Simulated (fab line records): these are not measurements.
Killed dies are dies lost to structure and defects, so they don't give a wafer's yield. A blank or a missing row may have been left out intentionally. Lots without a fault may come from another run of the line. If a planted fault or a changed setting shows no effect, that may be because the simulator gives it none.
Matching of chambers || flow sky130 || SKY_FIELD_ISO_ETCH_17 on rieSi-02: 4 sister chambers
The step etches Si in HBr/Cl2/O2, target depth 342 nm, time 97.7 s. 22 wafers are shown with their chamber, then 11 later ones without.

== WAFERS PAIRED WITH THEIR CHAMBERS ==
{"wafer": "L077.1", "chamber": 3, "drypumpMotorCurrentA (A)": 5.8, "heBacksideLeakSccm (sccm)": 2.8, "oesProductAu (a.u.)": 0.995}
{"wafer": "L077.4", "chamber": 2, "drypumpMotorCurrentA (A)": 5.3, "heBacksideLeakSccm (sccm)": 3.1, "oesProductAu (a.u.)": 0.996}
{"wafer": "L077.5", "chamber": 3, "drypumpMotorCurrentA (A)": 5.8, "heBacksideLeakSccm (sccm)": 2.6, "oesProductAu (a.u.)": 0.993}
{"wafer": "L080.1", "chamber": 0, "drypumpMotorCurrentA (A)": 5.5, "heBacksideLeakSccm (sccm)": 2.8, "oesProductAu (a.u.)": 0.965}
{"wafer": "L080.4", "chamber": 3, "drypumpMotorCurrentA (A)": 5.8, "heBacksideLeakSccm (sccm)": 2.5, "oesProductAu (a.u.)": 0.995}
{"wafer": "L080.5", "chamber": 1, "drypumpMotorCurrentA (A)": 6.2, "heBacksideLeakSccm (sccm)": 2.9, "oesProductAu (a.u.)": 0.997}
{"wafer": "L081.3", "chamber": 3, "drypumpMotorCurrentA (A)": 5.7, "heBacksideLeakSccm (sccm)": 2.6, "oesProductAu (a.u.)": 1.004}
{"wafer": "L081.5", "chamber": 3, "drypumpMotorCurrentA (A)": 5.8, "heBacksideLeakSccm (sccm)": 2.5, "oesProductAu (a.u.)": 1.003}
{"wafer": "L081.6", "chamber": 0, "drypumpMotorCurrentA (A)": 5.5, "heBacksideLeakSccm (sccm)": 3.0, "oesProductAu (a.u.)": 0.985}
{"wafer": "L082.1", "chamber": 2, "drypumpMotorCurrentA (A)": 5.3, "heBacksideLeakSccm (sccm)": 3.1, "oesProductAu (a.u.)": 1.004}
{"wafer": "L082.3", "chamber": 0, "drypumpMotorCurrentA (A)": 5.5, "heBacksideLeakSccm (sccm)": 2.7, "oesProductAu (a.u.)": 0.993}
{"wafer": "L082.5", "chamber": 2, "drypumpMotorCurrentA (A)": 5.3, "heBacksideLeakSccm (sccm)": 3.0, "oesProductAu (a.u.)": 0.984}
{"wafer": "L084.1", "chamber": 0, "drypumpMotorCurrentA (A)": 5.4, "heBacksideLeakSccm (sccm)": 2.7, "oesProductAu (a.u.)": 0.991}
{"wafer": "L084.3", "chamber": 3, "drypumpMotorCurrentA (A)": 5.8, "heBacksideLeakSccm (sccm)": 2.7, "oesProductAu (a.u.)": 1.011}
{"wafer": "L084.5", "chamber": 0, "drypumpMotorCurrentA (A)": 5.5, "heBacksideLeakSccm (sccm)": 2.6, "oesProductAu (a.u.)": 0.986}
{"wafer": "L085.1", "chamber": 1, "drypumpMotorCurrentA (A)": 6.2, "heBacksideLeakSccm (sccm)": 2.7, "oesProductAu (a.u.)": 1.001}
{"wafer": "L085.3", "chamber": 2, "drypumpMotorCurrentA (A)": 5.3, "heBacksideLeakSccm (sccm)": 3.3, "oesProductAu (a.u.)": 0.987}
{"wafer": "L085.4", "chamber": 0, "drypumpMotorCurrentA (A)": 5.5, "heBacksideLeakSccm (sccm)": 2.7, "oesProductAu (a.u.)": 0.986}
{"wafer": "L088.2", "chamber": 2, "drypumpMotorCurrentA (A)": 5.3, "heBacksideLeakSccm (sccm)": 2.9, "oesProductAu (a.u.)": 1.008}
{"wafer": "L088.3", "chamber": 0, "drypumpMotorCurrentA (A)": 5.5, "heBacksideLeakSccm (sccm)": 2.7, "oesProductAu (a.u.)": 0.983}
{"wafer": "L088.6", "chamber": 3, "drypumpMotorCurrentA (A)": 5.8, "heBacksideLeakSccm (sccm)": 2.7, "oesProductAu (a.u.)": 1.010}
{"wafer": "L089.3", "chamber": 0, "drypumpMotorCurrentA (A)": 5.4, "heBacksideLeakSccm (sccm)": 2.8, "oesProductAu (a.u.)": 0.983}

SIGNATURES (averages over the wafers above)
{"reading": "drypumpMotorCurrentA", "chamber 0": 5.475, "chamber 1": 6.200, "chamber 2": 5.300, "chamber 3": 5.786, "scatter within a chamber": 0.0362}
{"reading": "heBacksideLeakSccm", "chamber 0": 2.750, "chamber 1": 2.800, "chamber 2": 3.080, "chamber 3": 2.629, "scatter within a chamber": 0.125}
{"reading": "oesProductAu", "chamber 0": 0.98400, "chamber 1": 0.99900, "chamber 2": 0.99580, "chamber 3": 1.00157, "scatter within a chamber": 0.0084}
Rule: for a wafer and a chamber, the distance is found by dividing, reading by reading, the gap between the wafer's reading and the chamber's mean by the reading's scatter, squaring, summing and taking the root. The wafer belongs to the nearest chamber; if the next one is less than 2 further off, it can't be placed. The scatter: the root of (the sum of the squares of (reading less its chamber's mean) over the shown wafers, divided by (wafers less chambers)).

== WAFERS WITH NO CHAMBER GIVEN ==
{"wafer": "L089.4", "drypumpMotorCurrentA (A)": 6.2, "heBacksideLeakSccm (sccm)": 2.8, "oesProductAu (a.u.)": 1.004}
{"wafer": "L089.5", "drypumpMotorCurrentA (A)": 5.5, "heBacksideLeakSccm (sccm)": 2.8, "oesProductAu (a.u.)": 0.990}
{"wafer": "L090.2", "drypumpMotorCurrentA (A)": 5.3, "heBacksideLeakSccm (sccm)": 3.2, "oesProductAu (a.u.)": 0.997}
{"wafer": "L090.3", "drypumpMotorCurrentA (A)": 6.2, "heBacksideLeakSccm (sccm)": 2.7, "oesProductAu (a.u.)": 1.008}
{"wafer": "L090.4", "drypumpMotorCurrentA (A)": 5.8, "heBacksideLeakSccm (sccm)": 2.5, "oesProductAu (a.u.)": 1.006}
{"wafer": "L091.2", "drypumpMotorCurrentA (A)": 5.8, "heBacksideLeakSccm (sccm)": 2.8, "oesProductAu (a.u.)": 0.996}
{"wafer": "L091.4", "drypumpMotorCurrentA (A)": 6.2, "heBacksideLeakSccm (sccm)": 2.8, "oesProductAu (a.u.)": 0.999}
{"wafer": "L091.5", "drypumpMotorCurrentA (A)": 5.8, "heBacksideLeakSccm (sccm)": 2.6, "oesProductAu (a.u.)": 1.003}
{"wafer": "L095.1", "drypumpMotorCurrentA (A)": 6.1, "heBacksideLeakSccm (sccm)": 2.8, "oesProductAu (a.u.)": 1.004}
{"wafer": "L095.2", "drypumpMotorCurrentA (A)": 5.5, "heBacksideLeakSccm (sccm)": 2.7, "oesProductAu (a.u.)": 0.981}
{"wafer": "L095.3", "drypumpMotorCurrentA (A)": 5.8, "heBacksideLeakSccm (sccm)": 2.6, "oesProductAu (a.u.)": 0.997}

== WHICH CHAMBER EACH WENT THROUGH ==
{"wafer": "L089.4", "from the rows above": 1, "in truth": 1}
{"wafer": "L089.5", "from the rows above": 0, "in truth": 0}
{"wafer": "L090.2", "from the rows above": 2, "in truth": 2}
{"wafer": "L090.3", "from the rows above": 1, "in truth": 1}
{"wafer": "L090.4", "from the rows above": 3, "in truth": 3}
{"wafer": "L091.2", "from the rows above": 3, "in truth": 3}
{"wafer": "L091.4", "from the rows above": 1, "in truth": 1}
{"wafer": "L091.5", "from the rows above": 3, "in truth": 3}
{"wafer": "L095.1", "from the rows above": 1, "in truth": 1}
{"wafer": "L095.2", "from the rows above": 0, "in truth": 0}
{"wafer": "L095.3", "from the rows above": 3, "in truth": 3}
Correctly placed: 11 of 11. Not placeable from these rows: 0. 0 placed wrongly.
